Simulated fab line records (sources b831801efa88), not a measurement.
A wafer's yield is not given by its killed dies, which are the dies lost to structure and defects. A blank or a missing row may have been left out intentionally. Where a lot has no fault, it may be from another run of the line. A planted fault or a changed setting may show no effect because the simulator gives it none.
The tool behind it: which one? | flow gf180mcu | 12 lots, 34 wafers sampled, at 3 steps of a route of 602

## WHAT THE GAUGES SHOWED, per wafer
GF_PSD_OVL_MEAS_08. Usual: for PSD_OVL the level is 0.0 nm and the standard deviation is 1.2.
lot  | measured     | on         | PSD_OVL (nm)   | flag
L777 | day 14 04:01 | overlay-02 | 0.4 1.6 0.7    |
L778 | day 14 11:07 | overlay-01 | -1.3 -3.3 -3.2 |
L779 | day 15 06:48 | overlay-01 | 2.2 0.6 0.2    |
L780 | day 15 16:36 | overlay-01 | -0.4 -0.3 1.0  |
L781 | day 15 14:02 | overlay-02 | -0.7 1.0 0.4   |
L782 | day 16 00:45 | overlay-01 | -1.7 -0.5 -2.7 |
L783 | day 16 08:20 | overlay-02 | 2.1 -0.5 2.4   |
L784 | day 16 18:48 | overlay-01 | 1.9 -0.3 -0.3  |
L788 | day 18 00:29 | overlay-02 | 1.9 0.4        |
L789 | day 18 11:24 | overlay-02 | 0.0 0.1        |
L794 | day 20 05:26 | overlay-02 | 0.2 -0.6 1.3   |
L797 | day 21 10:21 | overlay-02 | 0.5 -1.7 -1.0  |

## WHAT TOOL EACH LOT RAN ON (gives the tool, then ch and the chambers of the sampled wafers, and finally the start)
lot  | GF_STI_ETCH_14                  | GF_HV_LDD_STRIP_49
L777 | rie si-02 ch 0,1, day 2 01:26   | plasma asher-04 ch 0,1, day 12 09:05
L778 | rie si-02 ch 0,1,3, day 2 07:50 | plasma asher-04 ch 0,1, day 12 15:28
L779 | rie si-02 ch 1,3, day 2 14:41   | plasma asher-01 ch 0,1, day 13 08:23
L780 | rie si-02 ch 2,3, day 2 19:02   | plasma asher-02 ch 0,1, day 13 18:36
L781 | rie si-02 ch 0,1,2, day 2 23:07 | plasma asher-01 ch 0,1, day 13 16:30
L782 | rie si-01 ch 0,3, day 3 02:50   | plasma asher-02 ch 0,1, day 14 02:22
L783 | rie si-01 ch 0,2,3, day 3 08:38 | plasma asher-02 ch 0,1, day 14 09:51
L784 | rie si-01 ch 0,1,3, day 3 17:07 | plasma asher-02 ch 0, day 14 19:02
L788 | rie si-02 ch 0,1, day 4 10:14   | plasma asher-02 ch 0,1, day 15 23:05
L789 | rie si-02 ch 0,2, day 4 15:02   | plasma asher-02 ch 0, day 16 08:29
L794 | rie si-01 ch 1,3, day 5 19:01   | plasma asher-02 ch 0,1, day 18 01:53
L797 | rie si-01 ch 1,2, day 6 08:59   | plasma asher-02 ch 0,1, day 19 04:38
- GF_STI_ETCH_14: etches Si in HBr/Cl2/O2, target depth 360 nm, time 102.9 s.
- GF_HV_LDD_STRIP_49: strips in O2/N2.

## WHAT THE TOOLS THEMSELVES READ (means of the sampled wafers that have a number; where no wafer has one, the mark that the record gives instead)
GF_STI_ETCH_14. Usual: O2_flow_sccm 5.998 sccm, standard deviation 0.017; drypump motor current A 5.7 A, standard deviation 0.38; oes product au 1.003 a.u., standard deviation 0.011; run length s 131.2 s, standard deviation 0.38; throttle valve pct 25.653 %, standard deviation 0.011.
lot  | tool      | O2_flow_sccm (sccm) | drypump motor current A (A) | oes product au (a.u.) | run length s (s) | throttle valve pct (%) | flag
L777 | rie si-02 | 5.993               | 5.9                         | 0.997                 | 131.5            | 25.660                 |
L778 | rie si-02 | 5.993               | 5.7                         | 1.000                 | 131.4            | 25.647                 |
L779 | rie si-02 | 5.989               | 5.6                         | 0.993                 | 131.2            | 25.659                 |
L780 | rie si-02 | 5.996               | 5.5                         | 0.999                 | 131.4            | 25.654                 |
L781 | rie si-02 | 6.012               | 5.6                         | 0.998                 | 131.1            | 25.654                 |
L782 | rie si-01 | 6.009               | 6.3                         | 1.019                 | 130.9            | 25.643                 |
L783 | rie si-01 | 6.001               | 6.1                         | 1.017                 | 131.0            | 25.640                 |
L784 | rie si-01 | 6.004               | 5.8                         | 1.023                 | 130.9            | 25.639                 |
L788 | rie si-02 | 6.011               | 5.8                         | 0.993                 | 126.6            | 25.661                 | OFF
L789 | rie si-02 | 6.005               | 5.7                         | 0.996                 | 122.0            | 25.656                 | OFF
L794 | rie si-01 | 6.007               | 5.7                         | 1.001                 | 130.5            | 25.636                 |
L797 | rie si-01 | 5.988               | 5.8                         | 1.004                 | 131.2            | 25.651                 |

GF_HV_LDD_STRIP_49. Usual: drypump motor current A 5.7 A, standard deviation 0.34; heater power w 346 W, standard deviation 52; oes product au 0.715 a.u., standard deviation 0.0049; strip time to endpoint s 12.64 s, standard deviation 0.032.
lot  | tool            | drypump motor current A (A) | heater power w (W) | oes product au (a.u.) | strip time to endpoint s (s) | flag
L777 | plasma asher-04 | 5.6                         | 346                | 0.714                 | 12.62                        |
L778 | plasma asher-04 | 5.5                         | 360                | 0.709                 | 12.62                        |
L779 | plasma asher-01 | 5.8                         | 426                | 0.712                 | 12.64                        |
L780 | plasma asher-02 | 5.5                         | 320                | 0.717                 | 12.60                        |
L781 | plasma asher-01 | 6.0                         | 386                | 0.713                 | 12.63                        |
L782 | plasma asher-02 | 5.8                         | 305                | 0.715                 | 12.67                        |
L783 | plasma asher-02 | 5.5                         | 315                | 0.712                 | 12.59                        |
L784 | plasma asher-02 | 6.0                         | 307                | 0.716                 | 12.64                        |
L788 | plasma asher-02 | 5.7                         | 313                | 0.720                 | 12.63                        |
L789 | plasma asher-02 | 6.0                         | 307                | 0.718                 | 12.59                        |
L794 | plasma asher-02 | 5.8                         | 314                | 0.715                 | 12.62                        |
L797 | plasma asher-02 | 5.5                         | 318                | 0.711                 | 12.64                        |

## THE ANSWER, worked out from the rows above alone
Rule: a lot counts as off when the mean over its wafers that have a number is more than 3 standard deviations away from the usual mean. Also off: a lot with no number at a reading for which 4 or more lots have one. All remaining lots with rows at the step are treated as sound. Order of review: gauges by route order, followed by the tools' own readings, for which a lot's mean as printed above is used. At the first step where some lot is off, the reading lying furthest off is the one used; lots without a number count as furthest.
Off: L788, L789 (GF_STI_ETCH_14, run length s).
A tool fits if, at that step or a process step before it, it ran every lot that is off, and no sound lot after the first of them. One fits: rie si-02 at GF_STI_ETCH_14. Its last sound lot is L781 (day 2 23:07), its first lot that is off L788 (day 4 10:14): a fault that began between those two fits.
The tool's own readings at GF_STI_ETCH_14 bear it out: on the lots that are off they differ by more than 5 times the standard deviation of the sound lots' means. run length s reads 124.3 s there against 131.1 s on the sound lots.

## WHAT WAS PUT IN BY THE SIMULATOR
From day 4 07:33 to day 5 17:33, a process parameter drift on rie si-02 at GF_STI_ETCH_14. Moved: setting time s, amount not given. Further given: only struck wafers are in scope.
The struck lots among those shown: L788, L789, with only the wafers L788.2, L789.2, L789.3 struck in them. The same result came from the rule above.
